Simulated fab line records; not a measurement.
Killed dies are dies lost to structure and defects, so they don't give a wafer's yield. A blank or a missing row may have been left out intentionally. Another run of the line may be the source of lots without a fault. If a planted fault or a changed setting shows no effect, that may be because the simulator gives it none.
One fault through the eyes of 2 desks ; flow gf180mcu ; numbers are kept per desk, each desk with only its own; the story behind them comes last

== THE METROLOGY DESK ==
Means of the sampled wafers that have a number, per lot and without regard to the tool the lot ran on: this is what the gauges read. Marked OUT: a lot whose mean sits more than 4 standard deviations from the usual mean, which makes it out of limits; the brackets give that distance.
Columns: A = CONTACT_BOW at GF_CONTACT_BOW_MEAS_05, usual 65 um; B = M3_OVL at GF_M3_OVL_MEAS_15, usual 2 nm; C = V5_CVD_00_THK at GF_V5_THK_MEAS_01, usual 302 nm; D = PASSIVATION_CVD_02_THK at GF_PASSIVATION_THK_MEAS_03, usual 695 nm
lot;first seen here;A;B;C;D
L958;day 14 23:25;65;2;302;697
L965;day 18 02:43;64;-3;305;872 (+20) OUT
L970;day 20 04:44;65;1;302;688
L971;day 20 07:30;61;3;301;703
L972;day 20 21:59;64;4;301;699
L973;day 20 22:04;71;-5;302;696
L974;day 21 07:34;68;3;299;700
L976;day 21 21:01;66;0;304;692
L977;day 22 01:06;69;-2;302;693
L978;day 22 06:01;61;5;297;690
L979;day 22 19:14;69;-7;304;696
L980;day 22 23:33;59;3;304;699
L981;day 23 19:38;56;5;300;704
This desk's finding: out of limits on L965; first on L965, day 30 13:56 (PASSIVATION_CVD_02_THK at GF_PASSIVATION_THK_MEAS_03). L958, L970, L971, L972, L973, L974, L976, L977, L978, L979, L980, L981 stayed within limits.

== AT THE TOOL OWNER'S DESK: pecvd-04 ==
The tool's own readings at GF_PASSIVATION_CVD_02 (deposits Si3N4, target thk 700 nm, time 486.18 s): means of the sampled wafers that have a number, for each lot that ran on this tool. Marked OUT: a lot whose mean sits more than 4 standard deviations from the usual mean, which makes it out of limits; the brackets give that distance.
Columns: A = heater_power_w at GF_PASSIVATION_CVD_02, usual 714 W
lot;first seen here;A
L958;day 27 21:36;752
L965;day 30 13:31;747
L977;day 33 13:56;724
L979;day 34 00:04;723
L981;day 34 16:17;702
This desk's verdict: no lot among the 5 shows anything out of limits.

== PUT TOGETHER ==
An alarm was possible from the metrology desk at day 30 13:56, on L965.
The desk of the tool owner found nothing out of limits.
On record at the tool owner's desk: L965, within its limits.
On pecvd-04, each named lot ran GF_PASSIVATION_CVD_02.

== WHAT THE SIMULATOR HAD PUT IN ==
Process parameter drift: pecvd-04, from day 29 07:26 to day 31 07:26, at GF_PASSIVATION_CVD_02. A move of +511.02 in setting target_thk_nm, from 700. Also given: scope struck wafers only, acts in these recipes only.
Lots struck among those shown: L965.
Hours from the fault's start to each desk's first reading out of limits: the metrology desk, 30.
